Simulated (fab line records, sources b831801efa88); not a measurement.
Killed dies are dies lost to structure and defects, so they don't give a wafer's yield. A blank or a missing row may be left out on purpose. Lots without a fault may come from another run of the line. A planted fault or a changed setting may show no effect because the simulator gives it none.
Split-lot experiment | flow sky130 | 5 lots, 23 wafers read, on a route of 708 steps

THE SPLIT
At SKY_CAPM_DEVELOP_11 (develop time 60 s), the setting develop_time_s was moved away from the recipe's 60 s on 8 of the 23 wafers read, by -10.9% to +8.8%. The other wafers ran this setting at the recipe's value.

The file shows no step between the split and the reading.

THE READING
CAPM.cd_nm (the simulator's own value, which no gauge read), in nm, at SKY_CAPM_METAL_ETCH_13 (etches TiN in Cl2/BCl3, stops on SiO2, target depth 220 nm, time 62.9 s). The file gives no usual value for it. The 15 wafers here that ran the recipe average 999.4 nm, standard deviation 2.8 nm.

wafer  | tool, chamber at the split | develop_time_s as run, s | against the recipe | CAPM.cd_nm, nm | against lot-mates on the recipe
L074.1 | litho_track-03, 0          | 60                       | recipe             | 1002           | -
L074.3 | litho_track-03, 0          | 63.45                    | +5.8%              | 997.9          | -6.1
L074.4 | litho_track-03, 0          | 63.45                    | +5.8%              | 1001           | -3.0
L074.5 | litho_track-03, 0          | 60                       | recipe             | 1006           | -
L074.6 | litho_track-03, 0          | 63.45                    | +5.8%              | 998.2          | -5.8
L076.2 | litho_track-04, 0          | 60                       | recipe             | 997.7          | -
L076.4 | litho_track-04, 0          | 60                       | recipe             | 1003           | -
L076.6 | litho_track-04, 0          | 60                       | recipe             | 1002           | -
L077.1 | litho_track-04, 0          | 53.48                    | -10.9%             | 1009           | +12.1
L077.2 | litho_track-04, 0          | 60                       | recipe             | 996.5          | -
L077.3 | litho_track-04, 0          | 60                       | recipe             | 996.7          | -
L077.4 | litho_track-04, 0          | 53.48                    | -10.9%             | 1012           | +15.1
L077.6 | litho_track-04, 0          | 60                       | recipe             | 997.4          | -
L079.1 | litho_track-03, 0          | 60                       | recipe             | 1000           | -
L079.2 | litho_track-03, 0          | 60                       | recipe             | 996            | -
L079.3 | litho_track-03, 0          | 60                       | recipe             | 998.4          | -
L079.4 | litho_track-03, 0          | 60                       | recipe             | 997.4          | -
L079.5 | litho_track-03, 0          | 60                       | recipe             | 997.5          | -
L084.2 | litho_track-03, 0          | 65.27                    | +8.8%              | 991.2          | -9.3
L084.3 | litho_track-03, 0          | 65.27                    | +8.8%              | 991.3          | -9.2
L084.4 | litho_track-03, 0          | 65.27                    | +8.8%              | 991.5          | -9.0
L084.5 | litho_track-03, 0          | 60                       | recipe             | 1000           | -
L084.6 | litho_track-03, 0          | 60                       | recipe             | 1001           | -

THE FIT
A straight line over all 23 wafers: CAPM.cd_nm changes by -0.838 nm for each +1% of develop_time_s; r = -0.82; the points scatter about the line by 3 nm.
The same after taking each lot's own level away (the mean of its wafers on the recipe; 23 wafers): -1.12 nm for each +1%; r = -0.96; scatter 1.6 nm.
On that fit, the largest move of develop_time_s shifts the reading by 12 nm.
The lots' own levels span 996.87 to 1004.00 nm, that is 2.6 times the standard deviation above.
So the lot-to-lot level changes the slope: the two fits differ.
Check: with one of the wafers moved furthest among these (-10.9%) left out of the fit, the line predicts +12.7 nm for it against its lot-mates. It came out at +12.1 nm against them.

THE FILE'S OWN FIT
CAPM.cd_nm changes by -1.14 nm for each +1% of develop_time_s, r = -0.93.
